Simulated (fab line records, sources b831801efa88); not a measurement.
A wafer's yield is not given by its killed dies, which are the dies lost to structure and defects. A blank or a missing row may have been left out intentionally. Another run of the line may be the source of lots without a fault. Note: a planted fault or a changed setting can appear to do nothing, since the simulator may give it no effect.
fab line records	flow sky130
record: lots: 6	wafers: 18	lastDay: 47
route steps=708 shown LDD_LDN@292 SPACER@304 POLY_CUT@307 PAD_OPEN@708
lots untouched by any fault: they come from a run of this same line in which no faults occurred
startH: start of the lot's first displayed wafer, in hours after the record's first day	waitH: hours since the lot's step before	" as in the row above	L1.1+2: one row covering several wafers at once	- value missing, or start not given	* or withheld: withheld	< > ~ a bound
route shown NAME@n: NAME is a module with steps in the file, n the number in the route of the first one	usual: average and standard deviation across the fault-free wafers	same: alike in all rows	chamber/n: place in a boat	sites: each site's reading	_std_site: their standard deviation	_edge_site: outer sites' mean less inner sites'	radiusMm: how far each site lies from the wafer's centre	mask NAME#n: copy n	behind: the most recent tool/chamber to have shaped the wafer	hold: cause of the lot's hold/its duration in hours/its outcome	device: which transistor (n, p or np) failed to switch	end of line: the tests these same wafers got at the end of their route	step lacking rows: just its recipe	killed: count of dies lost to structure and defects at first sort (not the wafer's yield)	map: a wafer's dies, x killed, . not, _ none there
set.NAME: the setting the step ran with; set.NAME@STEP: the setting that earlier step ran with	model.NAME: the simulator's own value behind a step, which no gauge read
a table for each step, a row for each wafer; lots at some steps of the route
services: from which hour (startH, from the record's first day; less than 0 if before it) a tool's chamber was out of use, for how many hours, and why
== steps ==
step: SKY_LDD_LDN_SOFTBAKE_03
recipe: tempC: 90	timeS: 60	resist: NOVOLAK
step: SKY_LDD_LDN_EXPOSE_04
recipe: maskId: LDNTM	na: 0.6	sourceShape: conventional	sigmaOuter: 0.6	polarization: unpolarized	targetCdNm: 700	doseMj: 140
step: SKY_LDD_LDN_PEB_05
recipe: tempC: withheld	timeS: *	resist: NOVOLAK
step: SKY_LDD_LDN_DEVELOP_06
recipe: resist: NOVOLAK	developer: TMAH	developTimeS: 60	devTempC: 23
step: SKY_LDD_LDN_OVL_MEAS_07
usual: LDD_LDN_OVL: -0.8/1.4
lot.wafer	tool	chamber	startH	waitH	LDD_LDN_OVL[nm]
L826.1	overlay-02	-	523.64	0.1	0.4
L826.3	"	-	"	"	-1.7
L826.6	"	-	"	"	-0.4
L827.3	overlay-02	-	532.10	0.1	1.4
L827.5	"	-	"	"	0.6
L827.6	"	-	"	"	0.9
L830.2	overlay-01	-	561.79	0.1	-2.9
L830.4	"	-	"	"	-1.4
L830.5	"	-	"	"	-1.9
L832.2	overlay-01	-	583.54	0.1	-0.8
L832.4	"	-	"	"	-1.4
L832.6	"	-	"	"	-2.4
L833.2	overlay-02	-	587.84	0.1	2.3
L833.3	"	-	"	"	0.7
L833.4	"	-	"	"	1.5
L834.2	overlay-01	-	602.30	0.1	0.7
L834.3	"	-	"	"	1.4
L834.5	"	-	"	"	1.3
step: SKY_LDD_LDN_IMPLANT_08
recipe: species: As	energyKev: 15	doseCm2: 1.25e+13	tiltDeg: withheld	rotationDeg: 23
step: SKY_LDD_LDN_IMPLANT_09
recipe: species: As	energyKev: 15	doseCm2: 1.25e+13	tiltDeg: withheld	rotationDeg: 113
step: SKY_LDD_LDN_IMPLANT_10
recipe: species: As	energyKev: 15	doseCm2: 1.25e+13	tiltDeg: withheld	rotationDeg: 203
step: SKY_LDD_LDN_IMPLANT_11
recipe: species: As	energyKev: 15	doseCm2: 1.25e+13	tiltDeg: withheld	rotationDeg: 293
step: SKY_LDD_LDN_STRIP_12
recipe: chemistry: O2/N2	powerW: 1400	pressureMtorr: 1500	platenTempC: withheld	o2FlowSccm: 3000	n2FlowSccm: 300	overashFraction: 0.5
usual: drypumpMotorCurrentA: 5.7/0.59	oesProductAu: 0.716/0.0043	stripTimeToEndpointS: 14.17/0.039
lot.wafer	tool	chamber	startH	waitH	drypumpMotorCurrentA	oesProductAu	rfHoursCounterH	stripTimeToEndpointS
L826.1	plasmaAsher-04	0	524.28	0.1	4.7	0.717	71	14.14
L826.3	"	0	"	"	4.7	0.707	-	14.18
L826.6	"	0	"	"	4.7	0.720	-	14.13
L827.3	plasmaAsher-01	0	532.76	0.1	5.9	0.714	-	14.17
L827.5	"	0	"	"	5.8	0.715	-	14.18
L827.6	"	1	"	"	5.7	0.707	-	14.20
L830.2	plasmaAsher-02	0	562.42	0.1	6.6	0.712	12	14.15
L830.4	"	1	"	"	6.1	0.711	-	14.22
L830.5	"	0	"	"	6.6	0.726	-	14.20
L832.2	plasmaAsher-01	0	584.17	0.1	5.8	0.712	86	14.13
L832.4	"	0	"	"	5.8	0.715	-	14.14
L832.6	"	0	"	"	5.8	0.714	-	14.08
L833.2	plasmaAsher-01	0	588.47	0.1	5.8	0.718	87	14.16
L833.3	"	1	"	"	5.7	0.719	-	14.12
L833.4	"	0	"	"	5.9	0.721	-	14.11
L834.2	plasmaAsher-01	1	602.93	0.1	5.6	0.710	88	14.15
L834.3	"	0	"	"	5.8	0.718	-	14.18
L834.5	"	0	"	"	5.8	0.719	-	14.15
step: SKY_LDD_LDN_TW_MEAS_13
usual: LDD_LDN_TW: 1485/14
lot.wafer	tool	chamber	startH	waitH	LDD_LDN_TW
L826.1	filmMetro-02	-	524.38	0.1	1491
L826.3	"	-	"	"	1488
L826.6	"	-	"	"	1492
L827.3	filmMetro-02	-	532.85	0.1	1480
L827.5	"	-	"	"	1489
L827.6	"	-	"	"	1478
L830.2	filmMetro-01	-	562.53	0.1	1466
L830.4	"	-	"	"	1468
L830.5	"	-	"	"	1482
L832.2	filmMetro-01	-	584.28	0.1	1472
L832.4	"	-	"	"	1470
L832.6	"	-	"	"	1470
L833.2	filmMetro-01	-	588.58	0.1	1475
L833.3	"	-	"	"	1470
L833.4	"	-	"	"	1466
L834.2	filmMetro-01	-	603.04	0.1	1471
L834.3	"	-	"	"	1471
L834.5	"	-	"	"	1468
step: SKY_LDD_LDN_CLEAN_14
recipe: chemistry: SC1/SC2	mix: 1:4:20	tempC: 70	timeS: 150	dry: n2Spin
step: SKY_SPACER_CVD_00
recipe: material: Si3N4	precursor: DCS/NH3	targetThkNm: 43.1	tempC: 770	timeS: 740	pressureMtorr: 250
usual: spikeTcUpperC: 770.4/1	zonePowerCentrePct: 13.9/0.51
lot.wafer	tool	chamber	startH	waitH	spikeTcUpperC	zonePowerCentrePct
L826.1	lpcvd-02	0	524.49	0.0	770.9	13.2
L826.3	"	0	"	"	770.6	13.6
L826.6	"	0	"	"	770.4	13.7
L827.3	lpcvd-02	1	532.94	0.0	769.8	14.4
L827.5	"	1	"	"	771.0	14.6
L827.6	"	1	"	"	768.5	14.3
L830.2	lpcvd-02	0	562.69	0.1	769.7	13.6
L830.4	"	0	"	"	770.6	13.3
L830.5	"	0	"	"	771.0	13.7
L832.2	lpcvd-02	1	584.38	0.0	770.9	14.6
L832.4	"	1	"	"	770.0	14.4
L832.6	"	1	"	"	770.2	14.3
L833.2	lpcvd-02	1	588.68	0.0	772.8	14.5
L833.3	"	1	"	"	769.3	14.6
L833.4	"	1	"	"	770.1	14.6
L834.2	lpcvd-02	0	603.14	0.0	770.8	13.6
L834.3	"	0	"	"	770.6	13.8
L834.5	"	0	"	"	768.9	13.9
step: SKY_SPACER_THK_MEAS_01
recipe: reads: Si3N4_of_SPACER_CVD_00
usual: SPACER_CVD_00_THK: 43.0/0.47
lot.wafer	tool	chamber	startH	waitH	SPACER_CVD_00_THK[nm]
L826.1	filmMetro-04	-	525.69	0.0	43.0
L826.3	"	-	"	"	42.9
L826.6	"	-	"	"	42.8
L827.3	filmMetro-02	-	534.16	0.0	42.3
L827.5	"	-	"	"	42.6
L827.6	"	-	"	"	42.3
L830.2	filmMetro-02	-	563.90	0.0	42.9
L830.4	"	-	"	"	43.1
L830.5	"	-	"	"	42.7
L832.2	filmMetro-03	-	585.60	0.0	33.2
L832.4	"	-	"	"	33.3
L832.6	"	-	"	"	32.7
L833.2	filmMetro-04	-	589.90	0.0	33.0
L833.3	"	-	"	"	33.3
L833.4	"	-	"	"	32.7
L834.2	filmMetro-04	-	604.35	0.0	32.3
L834.3	"	-	"	"	32.1
L834.5	"	-	"	"	32.1
step: SKY_SPACER_ETCHBACK_02
recipe: chemistry: CH3F/O2	target: Si3N4	stopOn: SiO2	sourceW: 400	biasW: 80	pressureMtorr: 25	ch3fFlowSccm: 40	O2_flow_sccm: 30	timeS: 46.7	targetDepthA: 450
usual: drypumpMotorCurrentA: 5.8/0.31	oesProductAu: 0.854/0.0059	throttleValvePct: 10.562/0.0087
lot.wafer	tool	chamber	startH	waitH	drypumpMotorCurrentA	oesProductAu	rfHoursCounterH	throttleValvePct
L826.1	rieDiel-02	3	525.75	0.1	5.5	0.853	43	10.570
L826.3	"	1	"	"	5.8	0.850	7	10.564
L826.6	"	0	"	"	5.4	0.845	-	10.553
L827.3	rieDiel-04	3	534.20	0.0	6.0	0.844	75	10.579
L827.5	"	2	"	"	5.2	0.851	-	10.554
L827.6	"	1	"	"	6.0	0.853	-	10.562
L830.2	rieDiel-01	0	563.95	0.0	5.6	0.854	60	10.559
L830.4	"	2	"	"	5.8	0.860	0	10.549
L830.5	"	1	"	"	6.1	0.845	-	10.558
L832.2	rieDiel-01	0	585.65	0.0	5.6	0.747	61	10.538
L832.4	"	3	"	"	6.0	0.741	8	10.552
L832.6	"	1	"	"	6.1	0.741	-	10.541
L833.2	rieDiel-04	0	589.95	0.0	6.2	0.746	16	10.546
L833.3	"	2	"	"	5.2	0.742	1	10.550
L833.4	"	2	"	"	5.2	0.744	-	10.552
L834.2	rieDiel-02	3	604.40	0.0	5.5	0.741	45	10.527
L834.3	"	1	"	"	5.7	0.743	9	10.535
L834.5	"	0	"	"	5.4	0.737	-	10.548
step: SKY_POLY_CUT_DEHYDRATE_00
recipe: tempC: 200	timeS: 60
step: SKY_PAD_OPEN_PROBE_99
usual: killed_at_M0_to_M3: 42/7.6	killed_at_M4_up: 2.9/1.7	killedAtContacts: 24/5.1	killedAtFrontEnd: 15/4	killedAtOther: 0.2/0.38	killedDies: 84/9.9	killedOnRim: 16/4	killedOpen: 46/7.2	killedShort: 38/6.6
same: grossDies: 492	killedAtBackSide: 0
lot.wafer	tool	chamber	startH	waitH	killed_at_M0_to_M3	killed_at_M4_up	killedAtContacts	killedAtFrontEnd	killedAtOther	killedDies	killedOnRim	killedOpen	killedShort	model.etest.pfet_01v8.driveUaUmRimLessCentre	model.etest.pfet_01v8.driveUaUmRange	model.etest.nfet_01v8.driveUaUmRimLessCentre	model.etest.nfet_01v8.driveUaUmRange	model.etest.pfet_01v8.vtVRimLessCentre	model.etest.pfet_01v8.vtVRange
L826.1	prober-02	-	1077.99	0.1	34	2	18	16	0	70	19	39	31	4.676	6.614	-1.68	13.19	0.00332	0.01166
L826.3	prober-02	-	1078.09	0.2	55	2	25	11	0	93	17	52	41	6.947	10.39	4.672	9.482	0.0002803	0.0167
L826.6	prober-02	-	1078.24	0.2	41	3	30	17	0	91	19	51	40	7.666	12	7.144	11.54	0.009069	0.01292
L827.3	prober-01	-	1084.90	0.2	37	1	25	23	0	86	16	48	38	1.912	7.704	7.031	11.84	-0.00296	0.009153
L827.5	prober-01	-	1085.00	0.2	46	5	33	22	0	106	17	53	53	5.285	7.413	9.626	14.47	-0.005478	0.008905
L827.6	prober-01	-	1085.05	0.2	26	1	21	18	1	67	7	42	25	-1.756	7.464	7.443	10.29	-0.00124	0.008077
L830.2	prober-02	-	1102.04	0.1	40	3	22	17	0	82	14	41	41	4.561	9.468	1.266	10.55	0.00348	0.01511
L830.4	prober-02	-	1102.14	0.2	49	3	24	20	0	96	21	50	46	0.162	5.361	0.2567	7.398	0.007643	0.01265
L830.5	prober-02	-	1102.19	0.2	37	2	26	20	0	85	10	46	39	3.48	5.794	1.092	7.513	0.007422	0.01078
L832.2	prober-02	-	1116.39	0.1	46	3	30	31	0	110	23	46	59	12.43	17.28	7.151	18.02	0.009937	0.01912
L832.4	prober-02	-	1116.49	0.2	36	7	32	22	0	97	26	50	43	15.18	18.56	14.14	16.92	0.008337	0.02426
L832.6	prober-02	-	1116.59	0.2	53	4	27	12	0	96	20	48	46	14.37	18.48	8.547	13.42	0.003521	0.01548
L833.2	prober-01	-	1120.35	0.1	39	5	18	13	1	76	18	36	35	13.57	17.19	10.74	14.29	0.01759	0.02529
L833.3	prober-01	-	1120.40	0.2	31	1	19	19	0	70	18	31	33	14.65	19.09	15.32	22.07	0.01057	0.02046
L833.4	prober-01	-	1120.45	0.2	46	4	20	18	0	88	20	43	40	15.16	18.85	3.711	16.76	0.01794	0.02828
L834.2	prober-02	-	1131.11	0.1	48	5	23	17	0	93	24	52	36	15.29	18.5	8.993	14.9	0.02167	0.03079
L834.3	prober-02	-	1131.16	0.2	39	3	20	21	0	83	20	38	37	10.62	16.51	8.725	11.1	0.01753	0.02895
L834.5	prober-02	-	1131.26	0.2	44	2	15	20	0	81	20	46	31	15.17	19.18	4.175	16.93	0.02557	0.03013
killed by level:class
L826.1 VIA1:geometricParticle:open=12 VIA2:geometricParticle:open=5 CONTACT:geometricParticle:open=5 FIELD_ISO:geometricParticle:open=4 SPACER:geometricParticle:open=4 LI_CONTACT:geometricParticle:open=4 LOCAL_INTERCONNECT:geometricParticle:short=4 METAL1:geometricParticle:short=4
L826.3 VIA1:geometricParticle:open=11 VIA3:geometricParticle:open=10 CONTACT:geometricParticle:open=9 FIELD_ISO:geometricParticle:short=8 VIA2:geometricParticle:open=8 METAL1:geometricParticle:short=7 LOCAL_INTERCONNECT:geometricParticle:short=6 VIA1:geometricParticle:short=5
L826.6 VIA2:geometricParticle:open=12 VIA1:geometricParticle:open=11 CONTACT:geometricParticle:open=8 LOCAL_INTERCONNECT:geometricParticle:short=8 FIELD_ISO:geometricParticle:short=6 LI_CONTACT:geometricParticle:open=5 CONTACT:geometricParticle:short=5 FIELD_ISO:geometricParticle:open=4
L827.3 CONTACT:geometricParticle:open=9 METAL2:geometricParticle:short=9 FIELD_ISO:geometricParticle:open=7 VIA1:geometricParticle:short=6 POLY_GATE:geometricParticle:short=6 LI_CONTACT:geometricParticle:open=6 POLY_GATE:geometricParticle:open=5 LOCAL_INTERCONNECT:geometricParticle:short=5
L827.5 CONTACT:geometricParticle:open=12 VIA1:geometricParticle:open=10 LI_CONTACT:geometricParticle:open=9 METAL1:geometricParticle:short=7 METAL3:geometricParticle:short=7 VIA3:geometricParticle:open=6 FIELD_ISO:geometricParticle:open=5 VIA1:geometricParticle:short=5
L827.6 LI_CONTACT:geometricParticle:open=9 FIELD_ISO:geometricParticle:open=8 VIA1:geometricParticle:open=5 METAL2:geometricParticle:short=5 FIELD_ISO:geometricParticle:short=4 VIA2:geometricParticle:open=4 CONTACT:geometricParticle:open=4 VIA3:geometricParticle:open=4
L830.2 VIA1:geometricParticle:open=8 CONTACT:geometricParticle:open=6 METAL1:geometricParticle:short=6 VIA1:geometricParticle:short=6 FIELD_ISO:geometricParticle:short=5 CONTACT:geometricParticle:short=5 METAL2:geometricParticle:short=5 VIA3:geometricParticle:open=5
L830.4 VIA1:geometricParticle:open=13 CONTACT:geometricParticle:open=8 LOCAL_INTERCONNECT:geometricParticle:short=7 VIA2:geometricParticle:open=7 VIA3:geometricParticle:open=6 METAL1:geometricParticle:short=6 METAL2:geometricParticle:short=6 FIELD_ISO:geometricParticle:open=5
L830.5 VIA1:geometricParticle:open=14 CONTACT:geometricParticle:open=10 METAL1:geometricParticle:short=9 FIELD_ISO:geometricParticle:short=6 POLY_GATE:geometricParticle:open=5 LOCAL_INTERCONNECT:geometricParticle:short=5 FIELD_ISO:geometricParticle:open=4 LI_CONTACT:geometricParticle:short=4
L832.2 VIA1:geometricParticle:open=11 FIELD_ISO:geometricParticle:open=9 LOCAL_INTERCONNECT:geometricParticle:short=8 VIA1:geometricParticle:short=8 FIELD_ISO:geometricParticle:short=7 CONTACT:geometricParticle:open=7 METAL2:geometricParticle:short=7 VIA3:geometricParticle:open=6
L832.4 CONTACT:geometricParticle:open=13 VIA1:geometricParticle:open=7 CONTACT:geometricParticle:short=7 VIA3:geometricParticle:open=7 FIELD_ISO:geometricParticle:short=6 VIA3:geometricParticle:short=6 VIA2:geometricParticle:open=5 METAL4:geometricParticle:short=5
L832.6 CONTACT:geometricParticle:open=13 VIA1:geometricParticle:open=11 METAL2:geometricParticle:short=9 VIA3:geometricParticle:open=7 CONTACT:geometricParticle:short=6 VIA1:geometricParticle:short=5 VIA3:geometricParticle:short=5 LI_CONTACT:geometricParticle:short=4
L833.2 VIA1:geometricParticle:open=11 METAL1:geometricParticle:short=7 LI_CONTACT:geometricParticle:open=5 SPACER:areaCvd=5 LOCAL_INTERCONNECT:geometricParticle:short=4 CONTACT:geometricParticle:open=4 METAL3:geometricParticle:short=4 FIELD_ISO:geometricParticle:short=3
L833.3 LI_CONTACT:geometricParticle:open=7 CONTACT:geometricParticle:short=6 SPACER:areaCvd=6 CONTACT:geometricParticle:open=5 VIA2:geometricParticle:short=5 METAL1:geometricParticle:short=4 VIA2:geometricParticle:open=4 VIA3:geometricParticle:open=4
L833.4 VIA1:geometricParticle:open=11 METAL1:geometricParticle:short=8 CONTACT:geometricParticle:open=6 VIA1:geometricParticle:short=6 LI_CONTACT:geometricParticle:open=5 METAL2:geometricParticle:short=5 SPACER:areaCvd=5 FIELD_ISO:geometricParticle:open=4
L834.2 CONTACT:geometricParticle:open=13 VIA1:geometricParticle:open=11 VIA2:geometricParticle:open=9 VIA3:geometricParticle:open=8 CONTACT:geometricParticle:short=7 METAL2:geometricParticle:short=6 SPACER:areaCvd=5 POLY_GATE:geometricParticle:short=4
L834.3 VIA1:geometricParticle:open=12 SPACER:areaCvd=8 CONTACT:geometricParticle:open=7 METAL1:geometricParticle:short=7 VIA2:geometricParticle:open=6 FIELD_ISO:geometricParticle:short=5 LI_CONTACT:geometricParticle:open=4 CONTACT:geometricParticle:short=4
L834.5 VIA1:geometricParticle:open=14 VIA3:geometricParticle:open=7 VIA2:geometricParticle:short=6 FIELD_ISO:geometricParticle:open=5 LOCAL_INTERCONNECT:geometricParticle:short=5 CONTACT:geometricParticle:open=5 VIA2:geometricParticle:open=5 POLY_GATE:geometricParticle:short=4
== services ==
tool	chamber	startH	hours	kind
plasmaAsher-01	-	501.51	0.4	repair
rieDiel-01	2	504.25	-	clean
rieDiel-01	2	504.25	18.1	scheduledDown
rieDiel-01	2	504.25	18.1	ventCycle
rieDiel-01	0	506.39	4.7	repair
rieDiel-02	2	509.10	4.4	repair
plasmaAsher-02	-	514.31	11.1	repair
plasmaAsher-01	-	517.17	1.8	repair
rieDiel-04	2	561.74	-	clean
rieDiel-04	2	561.74	13.6	scheduledDown
rieDiel-04	2	561.74	13.6	ventCycle
rieDiel-04	3	576.53	-	clean
rieDiel-04	3	576.53	16.3	scheduledDown
rieDiel-04	3	576.53	16.3	ventCycle
rieDiel-04	-	579.68	0.6	repair
plasmaAsher-04	-	604.35	3.9	repair
== key ==
firstSign: step: SKY_SPACER_THK_MEAS_01	reading: SPACER_CVD_00_THK	direction: down	sigmas: 22	usual: 43.0	struck: 32.7
effect: step: SKY_SPACER_ETCHBACK_02	reading: oesProductAu	direction: down	sigmas: 19	usual: 0.854	struck: 0.742
effect: step: SKY_PAD_OPEN_PROBE_99	reading: killedOnRim	direction: up	sigmas: 1.3	usual: 16	struck: 21	wafersMoved: 1
modelEffect: step: SKY_PAD_OPEN_PROBE_99	value: etest.pfet_01v8.driveUaUmRimLessCentre	without: 1.925	struck: 14.05
metAt SKY_SPACER_CVD_00
struckWafers L832.2,L832.4,L832.6,L833.2,L833.3,L833.4,L834.2,L834.3,L834.5
testerLeftOut L832,L833,L834
onsetBetween 562.69 584.38
alsoFits time
fault: kind: siteProfileDrift	tool: lpcvd-02	chamber: -	onsetH: 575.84	steps: SKY_SPACER_CVD_00	basis: fraction	maxAbsDrift: 0.53575	slopeSharePerHr: 119.05	sitePattern: 0,0,0,0,0,-1,-1,-1,-1
testerLeftOut: of these lots the tester's yield and bins aren't shown, on N5 and GAA mostly nor the transistor test; their killed dies are dies lost to structure and defects alone, not to doping, threshold or leakage, so they don't give the yield
